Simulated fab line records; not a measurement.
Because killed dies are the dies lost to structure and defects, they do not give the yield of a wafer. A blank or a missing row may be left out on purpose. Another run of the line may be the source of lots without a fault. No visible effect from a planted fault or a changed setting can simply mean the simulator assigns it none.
fab line records | flow sky130
[record] lots = 5 | wafers = 15 | last_day = 50
route steps=708 shown POLY_CUT@312 SD_P@320 RES_XHIGH@332
lots that met no fault: from a run of the same line without faults
start_h: hours from the record's first day to the start of the lot's first wafer shown | wait_h: how many hours have passed since the lot's step before this one | " the same as in the row above | L1.1+2: a row that stands for several wafers | - value missing, or start not given | * or withheld: withheld | < > ~ a bound
route shown NAME@n: a module of which the file shows steps, and the number in the route of the first | usual: mean and standard deviation over wafers with no fault | same: alike in all rows | chamber/n: place in a boat | sites: readings site by site | _std_site: standard deviation of those values | _edge_site: the outer-site mean with the inner-site mean subtracted | radius_mm: for every site, how far away it sits from the centre of the wafer | mask NAME#n: copy n | behind: the tool/chamber that last shaped the wafer | hold: what put the lot on hold/how long, in hours/how the hold closed | device: which transistor (n, p or np) failed to switch | end of line: at the end of the route, the tests of the same wafers | a step without rows: its recipe alone | killed: dies lost to structure and defects at the first sort, not the wafer's yield | map: a wafer's dies, marking killed ones x, the rest . and places with no die _
set.NAME: the setting as run; set.NAME@STEP: as run at that earlier step | model.NAME: the simulator's own value behind a step, which no gauge read
lots at selected steps of the route; one table per step, one row per wafer
services: when a tool's chamber went out of use (start_h, in hours from the record's first day, below 0 if earlier), for how many hours, and the reason
[[steps]]
[step SKY_POLY_CUT_EXPOSE_05]
[recipe] mask_id = NPCM | na = 0.8 | source_shape = annular | sigma_inner = 0.55 | sigma_outer = 0.85 | target_cd_nm = 270 | dose_mj = 32
[step SKY_POLY_CUT_PEB_06]
[recipe] peb_temp_c = withheld | peb_time_s = withheld | resist = KrF-thick
[step SKY_POLY_CUT_DEVELOP_07]
[recipe] develop_time_s = 60 | resist = KrF-thick | dev_temp_c = 21
[step SKY_POLY_CUT_CD_MEAS_08]
[recipe] target_cd_nm = 270
[usual] cd_nm = 270.2/1.6
lot.wafer | tool      | chamber | start_h | wait_h | cd_nm
L448.1    | cd_sem-01 | -       | 631.71  | -      | 271.1
L448.3    | "         | -       | "       | "      | 271.8
L448.6    | "         | -       | "       | "      | 271.5
L451.1    | cd_sem-01 | -       | 658.91  | -      | 270.1
L451.2    | "         | -       | "       | "      | 269.6
L451.4    | "         | -       | "       | "      | 270.4
L452.2    | cd_sem-01 | -       | 663.05  | -      | 270.2
L452.3    | "         | -       | "       | "      | 271.2
L452.6    | "         | -       | "       | "      | 268.7
L460.3    | cd_sem-01 | -       | 718.45  | -      | 270.2
L460.5    | "         | -       | "       | "      | 270.3
L460.6    | "         | -       | "       | "      | 270.7
L462.1    | cd_sem-01 | -       | 731.90  | -      | 271.6
L462.2    | "         | -       | "       | "      | 271.8
L462.4    | "         | -       | "       | "      | 271.8
[step SKY_POLY_CUT_OVL_MEAS_09]
[usual] POLY_CUT_OVL = 1/5.7
lot.wafer | tool       | chamber | start_h | wait_h | POLY_CUT_OVL[nm]
L448.1    | overlay-01 | -       | 631.83  | 0.1    | 6
L448.3    | "          | -       | "       | "      | 3
L448.6    | "          | -       | "       | "      | 7
L451.1    | overlay-01 | -       | 659.03  | 0.1    | 5
L451.2    | "          | -       | "       | "      | 0
L451.4    | "          | -       | "       | "      | 1
L452.2    | overlay-01 | -       | 663.16  | 0.1    | -5
L452.3    | "          | -       | "       | "      | -3
L452.6    | "          | -       | "       | "      | -8
L460.3    | overlay-01 | -       | 718.54  | 0.1    | 1
L460.5    | "          | -       | "       | "      | 9
L460.6    | "          | -       | "       | "      | 9
L462.1    | overlay-01 | -       | 732.02  | 0.1    | 13
L462.2    | "          | -       | "       | "      | 11
L462.4    | "          | -       | "       | "      | 11
[step SKY_POLY_CUT_ETCH_10]
[recipe] chemistry = N2/H2 | target = BARC | ion_energy_ev = 200 | source_w = 500 | bias_w = 100 | pressure_mtorr = 30 | n2_flow_sccm = 100 | h2_flow_sccm = 200 | stop_on = SiO2 | time_s = 45.9 | target_depth_a = 600
[usual] drypump_motor_current_A = 6.0/0.4 | oes_product_au = 0.855/0.0046 | throttle_valve_pct = 13.227/0.0091
[same] time_s = 45.9
lot.wafer | tool        | chamber | start_h | wait_h | drypump_motor_current_A | oes_product_au | rf_hours_counter_h | throttle_valve_pct
L448.1    | rie_diel-03 | 0       | 631.86  | 0.0    | 5.2                     | 0.852          | 15                 | 13.226
L448.3    | "           | 2       | "       | "      | 5.8                     | 0.860          | 61                 | 13.251
L448.6    | "           | 0       | "       | "      | 5.2                     | 0.855          | -                  | 13.216
L451.1    | rie_diel-02 | 2       | 659.06  | 0.0    | 6.3                     | 0.847          | 8                  | 13.224
L451.2    | "           | 3       | "       | "      | 5.6                     | 0.851          | 1                  | 13.230
L451.4    | "           | 0       | "       | "      | 6.1                     | 0.852          | 3                  | 13.233
L452.2    | rie_diel-03 | 3       | 663.19  | 0.0    | 5.9                     | 0.849          | 14                 | 13.243
L452.3    | "           | 0       | "       | "      | 5.2                     | 0.857          | 15                 | 13.238
L452.6    | "           | 2       | "       | "      | 5.8                     | 0.852          | -                  | 13.235
L460.3    | rie_diel-02 | 0       | 718.56  | 0.0    | 6.2                     | 0.848          | 4                  | 13.230
L460.5    | "           | 3       | "       | "      | 5.6                     | 0.856          | -                  | 13.224
L460.6    | "           | 2       | "       | "      | 6.3                     | 0.856          | -                  | 13.237
L462.1    | rie_diel-01 | 0       | 732.05  | 0.0    | 6.4                     | 0.852          | 23                 | 13.209
L462.2    | "           | 1       | "       | "      | 5.9                     | 0.857          | 9                  | 13.212
L462.4    | "           | 0       | "       | "      | 6.4                     | 0.863          | -                  | 13.225
[step SKY_POLY_CUT_ETCH_11]
[recipe] target = Si3N4 | chemistry = CF4/CH2F2/Ar | stop_on = poly-Si | source_w = 600 | bias_w = 150 | pressure_mtorr = 40 | cf4_flow_sccm = 40 | ch2f2_flow_sccm = 20 | Ar_flow_sccm = 150 | time_s = 42.5 | target_depth_a = 600
[usual] cf4_flow_sccm = 40.01/0.11 | drypump_motor_current_A = 6.0/0.39 | oes_product_au = 0.832/0.0063 | throttle_valve_pct = 14.994/0.0096
[same] time_s = 42.5
lot.wafer | tool        | chamber | start_h | wait_h | cf4_flow_sccm | drypump_motor_current_A | oes_product_au | rf_hours_counter_h | throttle_valve_pct
L448.1    | rie_diel-03 | 0       | 631.91  | 0.0    | 40.08         | 5.2                     | 0.832          | 15                 | 14.990
L448.3    | "           | 2       | "       | "      | 40.13         | 5.8                     | 0.829          | 61                 | 14.994
L448.6    | "           | 0       | "       | "      | 40.07         | 5.2                     | 0.834          | -                  | 15.003
L451.1    | rie_diel-02 | 2       | 659.11  | 0.0    | 40.01         | 6.3                     | 0.826          | 8                  | 14.987
L451.2    | "           | 3       | "       | "      | 40.18         | 5.6                     | 0.836          | 1                  | 14.980
L451.4    | "           | 0       | "       | "      | 40.07         | 6.1                     | 0.831          | 3                  | 14.997
L452.2    | rie_diel-03 | 3       | 663.23  | 0.0    | 40.15         | 5.8                     | 0.840          | 14                 | 14.991
L452.3    | "           | 0       | "       | "      | 40.06         | 5.2                     | 0.835          | 15                 | 14.995
L452.6    | "           | 2       | "       | "      | 40.02         | 5.8                     | 0.842          | -                  | 14.988
L460.3    | rie_diel-02 | 0       | 718.61  | 0.0    | 40.13         | 6.1                     | 0.829          | 4                  | 14.992
L460.5    | "           | 3       | "       | "      | 40.03         | 5.6                     | 0.832          | -                  | 14.985
L460.6    | "           | 2       | "       | "      | 39.82         | 6.3                     | 0.835          | -                  | 14.983
L462.1    | rie_diel-01 | 0       | 732.10  | 0.0    | 40.03         | 6.4                     | 0.837          | 23                 | 15.000
L462.2    | "           | 1       | "       | "      | 40.06         | 5.9                     | 0.840          | 9                  | 15.001
L462.4    | "           | 0       | "       | "      | 39.94         | 6.4                     | 0.842          | -                  | 14.999
[step SKY_POLY_CUT_STRIP_12]
[recipe] chemistry = O2/N2 | power_w = 1400 | pressure_mtorr = 1500 | platen_temp_c = withheld | o2_flow_sccm = 3000 | n2_flow_sccm = 300 | overash_fraction = 0.5
[usual] drypump_motor_current_A = 5.6/0.62 | oes_product_au = 0.453/0.0044 | strip_time_to_endpoint_s = 5.361/0.016
lot.wafer | tool            | chamber | start_h | wait_h | drypump_motor_current_A | oes_product_au | rf_hours_counter_h | strip_time_to_endpoint_s
L448.1    | plasma_asher-01 | 1       | 631.95  | 0.0    | 5.2                     | 0.455          | 96                 | 5.369
L448.3    | "               | 1       | "       | "      | 5.2                     | 0.451          | -                  | 5.356
L448.6    | "               | 0       | "       | "      | 4.9                     | 0.453          | -                  | 5.372
L451.1    | plasma_asher-04 | 0       | 659.15  | 0.0    | 5.2                     | 0.453          | 24                 | 5.373
L451.2    | "               | 1       | "       | "      | 6.7                     | 0.451          | 24                 | 5.335
L451.4    | "               | 0       | "       | "      | 5.1                     | 0.457          | -                  | 5.357
L452.2    | plasma_asher-03 | 0       | 663.27  | 0.0    | 6.2                     | 0.445          | 52                 | 5.379
L452.3    | "               | 0       | "       | "      | 6.2                     | 0.460          | -                  | 5.356
L452.6    | "               | 0       | "       | "      | 6.2                     | 0.455          | -                  | 5.347
L460.3    | plasma_asher-03 | 1       | 718.68  | 0.1    | 5.3                     | 0.450          | -                  | 5.351
L460.5    | "               | 0       | "       | "      | 6.2                     | 0.451          | -                  | 5.375
L460.6    | "               | 1       | "       | "      | 5.3                     | 0.447          | -                  | 5.390
L462.1    | plasma_asher-03 | 1       | 732.14  | 0.0    | 5.3                     | 0.448          | 59                 | 5.346
L462.2    | "               | 0       | "       | "      | 6.2                     | 0.447          | 59                 | 5.348
L462.4    | "               | 0       | "       | "      | 6.2                     | 0.444          | -                  | 5.350
[step SKY_SD_P_DEHYDRATE_00]
[recipe] temp_c = 200 | time_s = 60
[step SKY_SD_P_HMDS_01]
[recipe] prime_time_s = 60 | prime_temp_c = 120
[step SKY_SD_P_COAT_02]
[recipe] resist = NOVOLAK | spin_rpm = 3000 | resist_thk_nm = 1140
[step SKY_SD_P_SOFTBAKE_03]
[recipe] temp_c = 90 | time_s = 60 | resist = NOVOLAK
[step SKY_SD_P_EXPOSE_04]
[recipe] mask_id = PSDM | na = 0.6 | source_shape = conventional | sigma_outer = 0.6 | polarization = unpolarized | target_cd_nm = 380 | dose_mj = 138
lot.wafer  | tool             | chamber | start_h | wait_h | mask
L448.1+3+6 | iline_stepper-02 | 0       | 646.44  | -      | PSDM#0
L451.1+2+4 | iline_stepper-01 | 0       | 673.54  | -      | NSDM#0
L452.2+3+6 | iline_stepper-01 | 0       | 677.63  | -      | PSDM#0
L460.3+5+6 | iline_stepper-01 | 0       | 733.00  | -      | PSDM#0
L462.1+2+4 | iline_stepper-02 | 0       | 745.78  | -      | PSDM#0
[step SKY_SD_P_PEB_05]
[recipe] temp_c = withheld | time_s = * | resist = NOVOLAK
[step SKY_SD_P_DEVELOP_06]
[recipe] resist = NOVOLAK | developer = TMAH | develop_time_s = 60 | dev_temp_c = 23
[step SKY_SD_P_CD_MEAS_07]
[recipe] target_cd_nm = 380
[usual] cd_nm = 380.1/1.9
lot.wafer | tool      | chamber | start_h | wait_h | cd_nm
L448.1    | cd_sem-02 | -       | 660.46  | 0.1    | 381.6
L448.3    | "         | -       | "       | "      | 382.7
L448.6    | "         | -       | "       | "      | 381.9
L451.1    | cd_sem-02 | -       | 686.97  | 0.1    | -
L451.2    | "         | -       | "       | "      | -
L451.4    | "         | -       | "       | "      | -
L452.2    | cd_sem-01 | -       | 691.14  | 0.1    | 379.6
L452.3    | "         | -       | "       | "      | 380.0
L452.6    | "         | -       | "       | "      | 380.8
L460.3    | cd_sem-01 | -       | 746.07  | 0.1    | 380.9
L460.5    | "         | -       | "       | "      | 383.8
L460.6    | "         | -       | "       | "      | 381.8
L462.1    | cd_sem-02 | -       | 759.08  | 0.1    | 378.5
L462.2    | "         | -       | "       | "      | 378.4
L462.4    | "         | -       | "       | "      | 379.8
[step SKY_SD_P_OVL_MEAS_08]
[usual] SD_P_OVL = -0.4/1.5
lot.wafer | tool       | chamber | start_h | wait_h | SD_P_OVL[nm]
L448.1    | overlay-01 | -       | 660.58  | 0.1    | -0.5
L448.3    | "          | -       | "       | "      | -1.5
L448.6    | "          | -       | "       | "      | -0.5
L451.1    | overlay-02 | -       | 687.09  | 0.1    | -
L451.2    | "          | -       | "       | "      | -
L451.4    | "          | -       | "       | "      | -
L452.2    | overlay-02 | -       | 691.24  | 0.1    | -0.7
L452.3    | "          | -       | "       | "      | -2.1
L452.6    | "          | -       | "       | "      | -1.0
L460.3    | overlay-02 | -       | 746.17  | 0.1    | -1.3
L460.5    | "          | -       | "       | "      | -0.4
L460.6    | "          | -       | "       | "      | -1.4
L462.1    | overlay-01 | -       | 759.20  | 0.1    | 1.2
L462.2    | "          | -       | "       | "      | 1.5
L462.4    | "          | -       | "       | "      | 0.2
[step SKY_SD_P_IMPLANT_09]
[recipe] species = BF2 | energy_kev = 20 | dose_cm2 = 3e+15 | tilt_deg = 0
[step SKY_SD_P_STRIP_10]
[recipe] chemistry = O2/N2 | power_w = 1400 | pressure_mtorr = 1500 | platen_temp_c = withheld | o2_flow_sccm = 3000 | n2_flow_sccm = 300 | overash_fraction = 0.5
[usual] drypump_motor_current_A = 5.8/0.52 | oes_product_au = 0.618/0.0046 | strip_time_to_endpoint_s = 17.51/0.039
lot.wafer | tool            | chamber | start_h | wait_h | drypump_motor_current_A | oes_product_au | rf_hours_counter_h | strip_time_to_endpoint_s
L448.1    | plasma_asher-03 | 0       | 660.76  | 0.1    | 6.2                     | 0.617          | 52                 | 17.49
L448.3    | "               | 1       | "       | "      | 5.3                     | 0.614          | -                  | 17.46
L448.6    | "               | 0       | "       | "      | 6.2                     | 0.620          | -                  | 17.48
L451.1    | plasma_asher-03 | 0       | 687.27  | 0.1    | 6.2                     | 0.621          | 54                 | 17.55
L451.2    | "               | 1       | "       | "      | 5.3                     | 0.619          | 54                 | 17.53
L451.4    | "               | 0       | "       | "      | 6.2                     | 0.618          | -                  | 17.55
L452.2    | plasma_asher-02 | 0       | 691.42  | 0.1    | 5.8                     | 0.620          | 85                 | 17.52
L452.3    | "               | 1       | "       | "      | 6.4                     | 0.618          | -                  | 17.52
L452.6    | "               | 1       | "       | "      | 6.4                     | 0.621          | -                  | 17.50
L460.3    | plasma_asher-02 | 0       | 746.37  | 0.1    | 5.8                     | 0.606          | -                  | 17.53
L460.5    | "               | 1       | "       | "      | 6.5                     | 0.623          | -                  | 17.51
L460.6    | "               | 0       | "       | "      | 5.8                     | 0.615          | -                  | 17.52
L462.1    | plasma_asher-01 | 1       | 759.39  | 0.1    | 5.2                     | 0.623          | 2                  | 17.54
L462.2    | "               | 0       | "       | "      | 4.8                     | 0.620          | 2                  | 17.52
L462.4    | "               | 1       | "       | "      | 5.2                     | 0.614          | -                  | 17.51
[step SKY_SD_P_TW_MEAS_11]
[usual] SD_P_TW = 2818/18
lot.wafer | tool          | chamber | start_h | wait_h | SD_P_TW
L448.1    | film_metro-01 | -       | 660.86  | 0.1    | 2810
L448.3    | "             | -       | "       | "      | 2829
L448.6    | "             | -       | "       | "      | 2805
L451.1    | film_metro-02 | -       | 687.37  | 0.1    | 30
L451.2    | "             | -       | "       | "      | 30
L451.4    | "             | -       | "       | "      | 30
L452.2    | film_metro-03 | -       | 691.53  | 0.1    | 2815
L452.3    | "             | -       | "       | "      | 2818
L452.6    | "             | -       | "       | "      | 2814
L460.3    | film_metro-01 | -       | 746.46  | 0.1    | 2795
L460.5    | "             | -       | "       | "      | 2794
L460.6    | "             | -       | "       | "      | 2807
L462.1    | film_metro-03 | -       | 759.49  | 0.1    | 2787
L462.2    | "             | -       | "       | "      | 2785
L462.4    | "             | -       | "       | "      | 2807
[step SKY_RES_XHIGH_DEHYDRATE_00]
[recipe] temp_c = 200 | time_s = 60
[[services]]
tool             | chamber | start_h | hours | kind
iline_stepper-02 | -       | 615.33  | 1.7   | pm
rie_diel-02      | 3       | 615.50  | -     | clean
rie_diel-02      | 3       | 615.50  | 15.0  | scheduled_down
rie_diel-02      | 3       | 615.50  | 15.0  | vent_cycle
rie_diel-01      | -       | 619.92  | 14.6  | pm
rie_diel-02      | 1       | 620.36  | 4.9   | repair
iline_stepper-02 | -       | 630.13  | 10.6  | repair
rie_diel-01      | 3       | 638.72  | 9.6   | repair
rie_diel-03      | 1       | 663.16  | 2.8   | repair
iline_stepper-02 | -       | 675.07  | 10.8  | repair
rie_diel-02      | -       | 676.39  | 0.3   | repair
rie_diel-03      | 3       | 677.31  | 1.3   | repair
rie_diel-03      | 0       | 682.22  | 8.5   | repair
iline_stepper-01 | -       | 685.87  | 4.4   | pm
rie_diel-01      | 3       | 691.23  | 6.0   | repair
plasma_asher-04  | -       | 692.04  | 1.3   | repair
rie_diel-03      | 2       | 708.85  | 10.9  | repair
rie_diel-03      | 0       | 721.51  | 9.8   | repair
rie_diel-03      | 2       | 727.91  | 13.7  | repair
rie_diel-03      | 3       | 731.03  | 4.4   | repair
rie_diel-01      | -       | 732.87  | 28.1  | pm
plasma_asher-01  | -       | 733.75  | 9.0   | pm
rie_diel-03      | 3       | 744.27  | 6.0   | repair
iline_stepper-01 | -       | 754.08  | 1.7   | pm
[[key]]
[first_sign] step = SKY_SD_P_EXPOSE_04 | reading = mask | direction = changed
[effect] step = SKY_SD_P_CD_MEAS_07 | reading = cd_nm | direction = missing
[effect] step = SKY_SD_P_OVL_MEAS_08 | reading = SD_P_OVL | direction = missing
[effect] step = SKY_SD_P_TW_MEAS_11 | reading = SD_P_TW | direction = down | sigmas = 99+ | usual = 2818 | struck = 30
met_at SKY_SD_P_EXPOSE_04
struck_wafers L451.1,L451.2,L451.4
sort_left_out L451.1,L451.2,L451.4
tester_left_out L451
[fault] kind = wrong_mask | tool = any | chamber = - | onset_h = 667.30 | steps = SKY_SD_P_EXPOSE_04 | aux_copy = NSDM#0 | scope = struck_lots_only
// tester_left_out: of these lots the tester's yield and bins aren't shown, on N5 and GAA mostly nor the transistor test; their killed dies are dies lost to structure and defects alone, not to doping, threshold or leakage, so they don't give the yield
// sort_left_out: the simulated sort isn't trusted on such a fault, so these wafers' sort isn't shown, and their yield isn't known
